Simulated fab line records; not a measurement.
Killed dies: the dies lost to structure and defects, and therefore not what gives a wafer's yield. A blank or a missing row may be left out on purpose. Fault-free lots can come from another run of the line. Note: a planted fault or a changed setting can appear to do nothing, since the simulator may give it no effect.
2 desks looking at one fault | flow sky130 | every desk sees just its own numbers, and what lay behind them comes last

## TOOL OWNER'S DESK, implanter-04
SKY_PWDE_IMPLANT_08, tool's own readings: per-lot mean of the sampled wafers with a number, covering each lot this tool ran. Marked OUT: a lot whose mean sits more than 4 standard deviations from the usual mean, which makes it out of limits; the brackets give that distance.
Columns: A = beamEnergyKeV at SKY_PWDE_IMPLANT_08, usual 150.00
lot  | first seen here | A
L182 | day 4 01:02     | 150.00
L184 | day 4 10:24     | 150.02
L186 | day 5 03:19     | 150.01
L187 | day 5 11:16     | 150.00
L190 | day 6 00:13     | 143.54 (-99 or more) OUT
L193 | day 6 17:10     | 143.56 (-99 or more) OUT
This desk's verdict: out of limits on L190, L193, starting with L190 at day 6 00:13 (beamEnergyKeV at SKY_PWDE_IMPLANT_08). Within limits: L182, L184, L186, L187.

## FROM THE METROLOGY DESK
Lot by lot, what the gauges showed, no matter which tool ran the lot: averages of those sampled wafers that carry a number. Marked OUT: a lot whose mean sits more than 4 standard deviations from the usual mean, which makes it out of limits; the brackets give that distance.
Columns: A = cdNm at SKY_FIELD_ISO_CD_MEAS_13, usual 149.8 nm; B = FIELD_ISO_CVD_24_THK at SKY_FIELD_ISO_THK_MEAS_25, usual 593 nm; C = DNWELL_TW at SKY_DNWELL_TW_MEAS_09, usual 1106
lot  | first seen here | A     | B   | C
L181 | day 2 04:34     | 151.3 | 598 | 1114
L182 | day 2 09:44     | 151.6 | 591 | 1103
L183 | day 2 15:31     | 148.8 | 595 | 1111
L184 | day 2 20:23     | 152.3 | 596 | 1107
L185 | day 3 01:41     | 148.7 | 593 | 1103
L186 | day 3 07:11     | 149.6 | 601 | 1114
L187 | day 3 11:46     | 149.7 | 588 | 1111
L190 | day 4 04:37     | 150.1 | 592 | 1088
L191 | day 4 11:16     | 148.2 | 592 | 1115
L193 | day 4 19:34     | 151.9 | 595 | 1107
L198 | day 5 23:29     | 150.4 | 588 | 1102
L199 | day 6 05:06     | 149.2 | 586 | 1093
L200 | day 6 09:53     | 151.0 | 589 | 1096
L204 | day 7 04:17     | 149.7 | 595 | 1116
Result from this desk: across the 14 lots, nothing is out of limits.

## PUT TOGETHER
At day 6 00:13, on L190, L193, the tool owner's desk was in a position to raise an alarm.
Nothing out of limits was seen by the metrology desk.
The metrology desk has L190, L193 on record, within its limits.
SKY_PWDE_IMPLANT_08 was run on implanter-04 by each of the lots named.

## WHAT THE SIMULATOR PUT IN
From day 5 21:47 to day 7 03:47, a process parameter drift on implanter-04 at SKY_PWDE_IMPLANT_08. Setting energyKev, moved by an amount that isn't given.
Lots struck among those shown: L190, L193.
Delay in hours, fault start to first out-of-limits reading, by desk: the tool owner's desk at 2.
